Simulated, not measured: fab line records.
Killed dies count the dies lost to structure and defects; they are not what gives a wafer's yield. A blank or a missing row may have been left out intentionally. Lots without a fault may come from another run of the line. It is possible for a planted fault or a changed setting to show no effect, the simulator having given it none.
Which tool was responsible? :: flow sky130 :: 12 lots, 36 wafers sampled, at 5 steps of a route of 708

WHAT THE GAUGES SHOWED, per wafer
SKY_VIA3_CD_MEAS_12: target cd 200 nm. Usual: cdNm at 199.9 nm, with a standard deviation of 1.2.
lot: L517
measured: day 39 21:52
on: cdSem-02
cdNm (nm): 201.9 200.7 201.5
flag: 

lot: L519
measured: day 40 14:29
on: cdSem-01
cdNm (nm): 200.0 200.9 199.5
flag: 

lot: L520
measured: day 40 14:52
on: cdSem-02
cdNm (nm): 202.7 200.7 200.0
flag: 

lot: L521
measured: day 40 21:44
on: cdSem-02
cdNm (nm): 200.1 199.1 197.8
flag: 

lot: L522
measured: day 41 10:46
on: cdSem-02
cdNm (nm): 201.0 199.3 199.7
flag: 

lot: L523
measured: day 41 19:46
on: cdSem-01
cdNm (nm): 198.3 199.0 197.7
flag: 

lot: L526
measured: day 42 11:56
on: cdSem-01
cdNm (nm): 198.6 200.3 198.5
flag: 

lot: L528
measured: day 43 00:30
on: cdSem-02
cdNm (nm): 200.3 200.3 199.3
flag: 

lot: L529
measured: day 43 04:39
on: cdSem-01
cdNm (nm): 193.9 193.6 194.4
flag: OFF

lot: L531
measured: day 43 23:56
on: cdSem-01
cdNm (nm): 195.6 195.7 195.3
flag: OFF

lot: L533
measured: day 44 07:46
on: cdSem-01
cdNm (nm): 192.9 194.6 193.6
flag: OFF

lot: L539
measured: day 46 02:11
on: cdSem-02
cdNm (nm): 198.9 197.6 198.6
flag: 

SKY_VIA3_OVL_MEAS_13. Usual: VIA3_OVL typically reads -1 nm, with standard deviation 5.8.
lot: L517
measured: day 39 21:59
on: overlay-01
VIA3_OVL (nm): -7 -7 -1
flag: 

lot: L519
measured: day 40 14:35
on: overlay-02
VIA3_OVL (nm): -9 1 1
flag: 

lot: L520
measured: day 40 14:56
on: overlay-01
VIA3_OVL (nm): 0 -1 0
flag: 

lot: L521
measured: day 40 21:49
on: overlay-01
VIA3_OVL (nm): -2 -1 -2
flag: 

lot: L522
measured: day 41 10:53
on: overlay-02
VIA3_OVL (nm): -6 -4 -2
flag: 

lot: L523
measured: day 41 19:52
on: overlay-02
VIA3_OVL (nm): 6 5 8
flag: 

lot: L526
measured: day 42 12:03
on: overlay-01
VIA3_OVL (nm): 3 -6 -6
flag: 

lot: L528
measured: day 43 00:37
on: overlay-01
VIA3_OVL (nm): -13 -11 -8
flag: 

lot: L529
measured: day 43 04:46
on: overlay-01
VIA3_OVL (nm): 0 2 3
flag: 

lot: L531
measured: day 44 00:03
on: overlay-01
VIA3_OVL (nm): 0 -2 -5
flag: 

lot: L533
measured: day 44 07:52
on: overlay-02
VIA3_OVL (nm): -1 -3 -9
flag: 

lot: L539
measured: day 46 02:17
on: overlay-02
VIA3_OVL (nm): 1 -12 -3
flag: 

EACH LOT AND THE TOOL THAT RAN IT (in order: tool; ch and the chambers of the sampled wafers; start)
lot: L517
SKY_METAL3_SPUTTER_01: pvdSputter-02, day 36 15:33
SKY_METAL3_SPUTTER_04: pvdSputter-02, day 36 15:38
SKY_VIA3_DEVELOP_11: lithoTrack-04 ch 0, day 39 21:00

lot: L519
SKY_METAL3_SPUTTER_01: pvdSputter-02, day 37 07:37
SKY_METAL3_SPUTTER_04: pvdSputter-02, day 37 07:42
SKY_VIA3_DEVELOP_11: lithoTrack-04 ch 0, day 40 14:00

lot: L520
SKY_METAL3_SPUTTER_01: pvdSputter-04, day 37 09:07
SKY_METAL3_SPUTTER_04: pvdSputter-04, day 37 09:12
SKY_VIA3_DEVELOP_11: lithoTrack-04 ch 0, day 40 14:00

lot: L521
SKY_METAL3_SPUTTER_01: pvdSputter-04, day 37 16:19
SKY_METAL3_SPUTTER_04: pvdSputter-04, day 37 16:24
SKY_VIA3_DEVELOP_11: lithoTrack-03 ch 0, day 40 21:00

lot: L522
SKY_METAL3_SPUTTER_01: pvdSputter-04, day 38 05:50
SKY_METAL3_SPUTTER_04: pvdSputter-04, day 38 05:55
SKY_VIA3_DEVELOP_11: lithoTrack-04 ch 0, day 41 10:00

lot: L523
SKY_METAL3_SPUTTER_01: pvdSputter-02, day 38 15:40
SKY_METAL3_SPUTTER_04: pvdSputter-02, day 38 15:45
SKY_VIA3_DEVELOP_11: lithoTrack-03 ch 0, day 41 19:00

lot: L526
SKY_METAL3_SPUTTER_01: pvdSputter-02, day 39 09:08
SKY_METAL3_SPUTTER_04: pvdSputter-02, day 39 09:13
SKY_VIA3_DEVELOP_11: lithoTrack-03 ch 0, day 42 11:00

lot: L528
SKY_METAL3_SPUTTER_01: pvdSputter-02, day 39 21:56
SKY_METAL3_SPUTTER_04: pvdSputter-02, day 39 22:01
SKY_VIA3_DEVELOP_11: lithoTrack-03 ch 0, day 43 00:00

lot: L529
SKY_METAL3_SPUTTER_01: pvdSputter-04, day 40 03:56
SKY_METAL3_SPUTTER_04: pvdSputter-04, day 40 04:01
SKY_VIA3_DEVELOP_11: lithoTrack-03 ch 0, day 43 04:00

lot: L531
SKY_METAL3_SPUTTER_01: pvdSputter-04, day 41 00:08
SKY_METAL3_SPUTTER_04: pvdSputter-04, day 41 00:14
SKY_VIA3_DEVELOP_11: lithoTrack-03 ch 0, day 43 23:00

lot: L533
SKY_METAL3_SPUTTER_01: pvdSputter-03, day 41 08:04
SKY_METAL3_SPUTTER_04: pvdSputter-03, day 41 08:09
SKY_VIA3_DEVELOP_11: lithoTrack-03 ch 0, day 44 07:00

lot: L539
SKY_METAL3_SPUTTER_01: pvdSputter-04, day 43 06:05
SKY_METAL3_SPUTTER_04: pvdSputter-04, day 43 06:10
SKY_VIA3_DEVELOP_11: lithoTrack-04 ch 0, day 46 02:00
- SKY_METAL3_SPUTTER_01: material TiN, target thk 20 nm, time 16.7 s.
- SKY_METAL3_SPUTTER_04: material TiN, target thk 70 nm, time 58.3 s.
- SKY_VIA3_DEVELOP_11: develop time 60 s.

WHAT THE TOOLS THEMSELVES READ (means of the sampled wafers that have a number; where no wafer has one, the mark that the record gives instead)
SKY_METAL3_SPUTTER_01. Usual: throttleValvePct at 29.9 %, with a standard deviation of 1.2.
lot: L517
tool: pvdSputter-02
throttleValvePct (%): 30.8
flag: 

lot: L519
tool: pvdSputter-02
throttleValvePct (%): 31.8
flag: 

lot: L520
tool: pvdSputter-04
throttleValvePct (%): 28.9
flag: 

lot: L521
tool: pvdSputter-04
throttleValvePct (%): 28.9
flag: 

lot: L522
tool: pvdSputter-04
throttleValvePct (%): 28.8
flag: 

lot: L523
tool: pvdSputter-02
throttleValvePct (%): 30.6
flag: 

lot: L526
tool: pvdSputter-02
throttleValvePct (%): 29.0
flag: 

lot: L528
tool: pvdSputter-02
throttleValvePct (%): 30.7
flag: 

lot: L529
tool: pvdSputter-04
throttleValvePct (%): 30.0
flag: 

lot: L531
tool: pvdSputter-04
throttleValvePct (%): 29.7
flag: 

lot: L533
tool: pvdSputter-03
throttleValvePct (%): 29.4
flag: 

lot: L539
tool: pvdSputter-04
throttleValvePct (%): 30.4
flag: 

SKY_METAL3_SPUTTER_04. Usual: throttleValvePct at 29.9 %, with a standard deviation of 1.2.
lot: L517
tool: pvdSputter-02
throttleValvePct (%): 30.9
flag: 

lot: L519
tool: pvdSputter-02
throttleValvePct (%): 31.9
flag: 

lot: L520
tool: pvdSputter-04
throttleValvePct (%): 28.8
flag: 

lot: L521
tool: pvdSputter-04
throttleValvePct (%): 28.8
flag: 

lot: L522
tool: pvdSputter-04
throttleValvePct (%): 29.0
flag: 

lot: L523
tool: pvdSputter-02
throttleValvePct (%): 30.6
flag: 

lot: L526
tool: pvdSputter-02
throttleValvePct (%): 28.9
flag: 

lot: L528
tool: pvdSputter-02
throttleValvePct (%): 30.7
flag: 

lot: L529
tool: pvdSputter-04
throttleValvePct (%): 29.8
flag: 

lot: L531
tool: pvdSputter-04
throttleValvePct (%): 29.8
flag: 

lot: L533
tool: pvdSputter-03
throttleValvePct (%): 29.4
flag: 

lot: L539
tool: pvdSputter-04
throttleValvePct (%): 30.2
flag: 

THE ANSWER, worked out from the rows above alone
Rule: a lot is off if the mean of its wafers that have a number lies more than 3 standard deviations from the usual mean. Also off: a lot with no number at a reading for which 4 or more lots have one. Any other lot the step has rows for is counted as sound. First the gauges in route order, then the tools' own readings, where a lot's mean is used as printed above. The first step at which some lot is off is used, and at that step the reading that is off furthest; a lot without a number counts as furthest.
Off at SKY_VIA3_CD_MEAS_12 (cdNm): L529, L531, L533.
If a tool, at a process step before that reading, ran all the lots that are off and no sound lot after the first of them, it fits. Those tools and the gauges at SKY_VIA3_CD_MEAS_12 are tried in the same way. Can't be told from this: 2 tools fit, lithoTrack-03 at SKY_VIA3_DEVELOP_11, cdSem-01 at SKY_VIA3_CD_MEAS_12.

WHAT WAS PUT IN BY THE SIMULATOR
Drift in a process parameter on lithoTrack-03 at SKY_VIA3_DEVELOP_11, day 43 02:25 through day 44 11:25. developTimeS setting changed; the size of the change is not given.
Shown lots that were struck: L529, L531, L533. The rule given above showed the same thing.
